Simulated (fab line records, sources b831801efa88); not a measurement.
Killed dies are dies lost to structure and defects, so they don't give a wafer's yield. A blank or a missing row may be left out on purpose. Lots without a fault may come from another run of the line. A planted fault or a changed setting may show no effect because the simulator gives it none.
A struck lot beside a sound one | flow sky130 | 23 steps out of a route of 708
Sound: wafers L324.1, L324.4, L324.5. Struck: wafers L336.1, L336.2, L336.5. The cause comes at the end.
At each step with rows: each side's tool, then ch and its chambers, then its first start. Under that, the readings that differ: sound wafers | struck wafers | difference of the means | sigmas: that difference in standard deviations of wafers without a fault.
alike: readings whose means differ by less than 2 such deviations, and words and numbers that are the same on both sides. not compared: withheld readings, readings that some wafer has no value for, bounds like >300 that may hide the same value, and numbers for which the record gives no deviation and whose values overlap.
The two part at a step that has a row with sigmas, a row that says differs or no value, or rows on one side only. Numbers that don't overlap but have no deviation are shown without sigmas and don't part them. A reading that every wafer of one side lacks parts them only if that side has two wafers or more.

first, 1 step without rows for these wafers: SKY_POLY_GATE_OXIDATION_20 (stabilise 600 s, purge 300 s, target thk 4 nm).
SKY_POLY_GATE_THK_MEAS_21:
  sound on film_metro-04, day 16 14:34; struck on film_metro-03, day 21 05:34
  alike: POLY_GATE_OXIDATION_THK
SKY_POLY_GATE_CD_MEAS_22:
  sound on cd_sem-02, day 16 14:38; struck on cd_sem-01, day 21 05:37
  alike: cd_nm
then, 7 steps without rows for these wafers: SKY_LDD_N_DEHYDRATE_00 (time 60 s); SKY_LDD_N_HMDS_01 (prime time 60 s); SKY_LDD_N_COAT_02 (resist thk 300 nm); SKY_LDD_N_SOFTBAKE_03 (time 60 s); SKY_LDD_N_EXPOSE_04 (exposes mask NTM, target cd 840 nm); SKY_LDD_N_PEB_05; SKY_LDD_N_DEVELOP_06 (develop time 60 s).
SKY_LDD_N_OVL_MEAS_07:
  sound on overlay-01, day 17 19:55; struck on overlay-01, day 22 12:40
  alike: LDD_N_OVL
then, 1 step without rows for these wafers: SKY_LDD_N_IMPLANT_08.
SKY_LDD_N_IMPLANT_09:
  sound on implanter-03 ch 0, day 17 20:06; struck on implanter-04 ch 0, day 22 12:51
  reading            | sound                         | struck                          | difference  | sigmas
  beam_on_s (s)      | 10.28 9.91 9.91               | 11.47 11.73 11.60               | +1.57       | +8
  dose_ions_cm2      | 7.498e+13 7.509e+13 7.497e+13 | 1.2224e+14 1.2232e+14 1.223e+14 | +4.7273e+13 | +99 or more
  faraday_current_uA | 410 426 428                   | 601 587 597                     | +174        | +21
  alike: end_station_pressure_torr
then, 6 steps without rows for these wafers: SKY_LDD_N_IMPLANT_10; SKY_LDD_N_IMPLANT_11; SKY_LDD_N_IMPLANT_12; SKY_LDD_N_IMPLANT_13; SKY_LDD_N_IMPLANT_14; SKY_LDD_N_IMPLANT_15.
SKY_LDD_N_STRIP_16: strips in O2/N2.
  sound on plasma_asher-01 ch 1, day 17 21:09; struck on plasma_asher-03 ch 0,1, day 22 13:54
  reading                      | sound             | struck            | difference | sigmas
  drypump_motor_current_A (A)  | 4.9 4.9 4.9       | 6.2 6.2 6.1       | +1.3       | +3
  strip_time_to_endpoint_s (s) | 4.310 4.322 4.333 | 4.446 4.434 4.429 | +0.115     | +8
  alike: n2_flow_sccm, oes_product_au
  not compared: rf_hours_counter_h
SKY_LDD_N_TW_MEAS_17:
  sound on film_metro-01, day 17 21:15; struck on film_metro-03, day 22 14:00
  reading  | sound          | struck         | difference | sigmas
  LDD_N_TW | 2593 2579 2577 | 2659 2664 2665 | +80        | +7
then, 1 step without rows for these wafers: SKY_LDD_P_DEHYDRATE_00 (time 60 s).
-- the record jumps here: 26 days lie between the struck wafers' starts before and after (it left off in module LDD_P and takes up again in module PAD_OPEN, whose first step shown is number 708 of the route) --
SKY_PAD_OPEN_PROBE_99:
  sound on prober-02, day 45 19:49; struck on prober-01, day 48 22:56
  reading                     | sound             | struck            | difference | sigmas
  killed_short                | 30 27 32          | 46 54 45          | +19        | +3
  model.etest.tip_n.rs_ohm_sq | 442.2 448.2 447.2 | 404.2 403.4 404.2 | -41.9      |
  alike: killed_at_M0_to_M3, killed_at_M4_up, killed_at_contacts, killed_at_front_end, killed_at_other, killed_dies, killed_open

WHERE THEY PART
First at SKY_LDD_N_IMPLANT_09; last, within this record, at SKY_PAD_OPEN_PROBE_99.

WHY: what the simulator had put in
Process parameter drift: implanter-04, from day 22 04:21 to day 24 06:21, at SKY_LDD_N_IMPLANT_09. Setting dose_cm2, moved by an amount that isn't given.
